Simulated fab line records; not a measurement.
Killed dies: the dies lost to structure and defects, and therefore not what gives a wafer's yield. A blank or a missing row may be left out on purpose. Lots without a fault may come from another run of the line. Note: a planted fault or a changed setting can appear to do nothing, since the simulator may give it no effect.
A lot that was struck, set against a sound lot || flow sky130 || 15 out of 708 route steps
Sound: wafers L149.1, L149.4, L149.5. Wafers L140.1, L140.5, L140.6 were the ones struck. Last of all comes the cause.
Each step with rows lists, per side, the tool, then ch with its chambers, then its first start. Under that, the readings that differ: sound wafers || struck wafers || difference of the means || sigmas: that difference in standard deviations of wafers without a fault.
alike: readings whose means differ by less than 2 such deviations, and words and numbers that are the same on both sides. not compared: withheld readings, readings that some wafer has no value for, bounds like >300 that may hide the same value, and numbers for which the record gives no deviation and whose values overlap.
A row with sigmas, a row that says differs or no value, or rows on one side alone: a step with any of these is where the two part. Numbers that don't overlap but have no deviation are shown without sigmas and don't part them. A reading missing from all wafers of one side parts the sides only when that side holds two or more wafers.

first, 7 steps without rows for these wafers: SKY_LOCAL_INTERCONNECT_HMDS_04 (prime time 60 s); SKY_LOCAL_INTERCONNECT_COAT_05 (resist thk 60 nm); SKY_LOCAL_INTERCONNECT_COAT_06 (resist thk 445.2 nm); SKY_LOCAL_INTERCONNECT_SOFTBAKE_07 (time 90 s); SKY_LOCAL_INTERCONNECT_EXPOSE_08 (exposes mask LI1M, target cd 170 nm); SKY_LOCAL_INTERCONNECT_PEB_09; SKY_LOCAL_INTERCONNECT_DEVELOP_10 (develop time 60 s).
SKY_LOCAL_INTERCONNECT_CD_MEAS_11 targets a cd of 170 nm.
  sound: cd_sem-02 at day 37 01:55; struck: cd_sem-01 at day 34 21:22
  alike: cd_nm
SKY_LOCAL_INTERCONNECT_OVL_MEAS_12:
  sound: overlay-02 at day 37 02:02; struck: overlay-01 at day 34 21:29
  alike: LOCAL_INTERCONNECT_OVL
SKY_LOCAL_INTERCONNECT_ETCH_13: etches BARC in N2/H2, stops on SiO2, time 45.9 s, target depth 60 nm.
  sound on rie_metal-01 ch 0,1, day 37 02:04; struck on rie_metal-03 ch 0,1, day 34 21:31
  alike: chamber_pressure_mTorr, drypump_motor_current_A, h2_flow_sccm, he_backside_leak_sccm, oes_product_au, rf_fwd_power_W, throttle_valve_pct
  not compared: rf_hours_counter_h
SKY_LOCAL_INTERCONNECT_METAL_ETCH_14: etches TiN in Cl2/BCl3, stops on PSG, target depth 110 nm, time 31.4 s.
  sound on rie_metal-01 ch 0,1, day 37 02:08; struck on rie_metal-03 ch 0,1, day 34 21:35
{"reading": "chamber_pressure_mTorr (mTorr)", "sound": "10.015 10.004 10.016", "struck": "9.986 9.992 9.995", "difference": -0.021, "sigmas": -2}
  alike: drypump_motor_current_A, he_backside_leak_sccm, oes_product_au, rf_fwd_power_W, throttle_valve_pct
  not compared: rf_hours_counter_h
SKY_LOCAL_INTERCONNECT_STRIP_15: strips in O2/N2.
  sound on plasma_asher-04 ch 0,1, day 37 02:11; struck on plasma_asher-04 ch 0,1, day 34 21:38
  alike: chamber_pressure_mTorr, drypump_motor_current_A, oes_product_au, strip_time_to_endpoint_s
  not compared: rf_hours_counter_h
SKY_LOCAL_INTERCONNECT_STRIP_16: strips in post etch residue remover, time 1223 s.
  sound on wet_bench-03 ch 2, day 37 02:17; struck on wet_bench-02 ch 3, day 34 21:44
  no value came back on the struck wafers for bath_guard_temp_C (C), bath_heat_duty_pct (%), time_s (s); on the sound wafers bath_guard_temp_C (C) reads 72.6 73.1 72.8
then, 1 step without rows for these wafers: SKY_LOCAL_INTERCONNECT_CLEAN_17 (cleans in IPA, time 180 s).
-- the record jumps here: 14 days lie between the struck wafers' starts before and after (it left off in module LOCAL_INTERCONNECT and takes up again in module PAD_OPEN, whose first step shown is number 708 of the route) --
SKY_PAD_OPEN_PROBE_99:
  rows exist in the record for the struck wafers here (prober-02, day 49 06:41), but not for the sound ones

== WHERE THEY PART ==
Last at SKY_PAD_OPEN_PROBE_99 as far as this record goes, first at SKY_LOCAL_INTERCONNECT_METAL_ETCH_14.

WHY: the cause the simulator had injected
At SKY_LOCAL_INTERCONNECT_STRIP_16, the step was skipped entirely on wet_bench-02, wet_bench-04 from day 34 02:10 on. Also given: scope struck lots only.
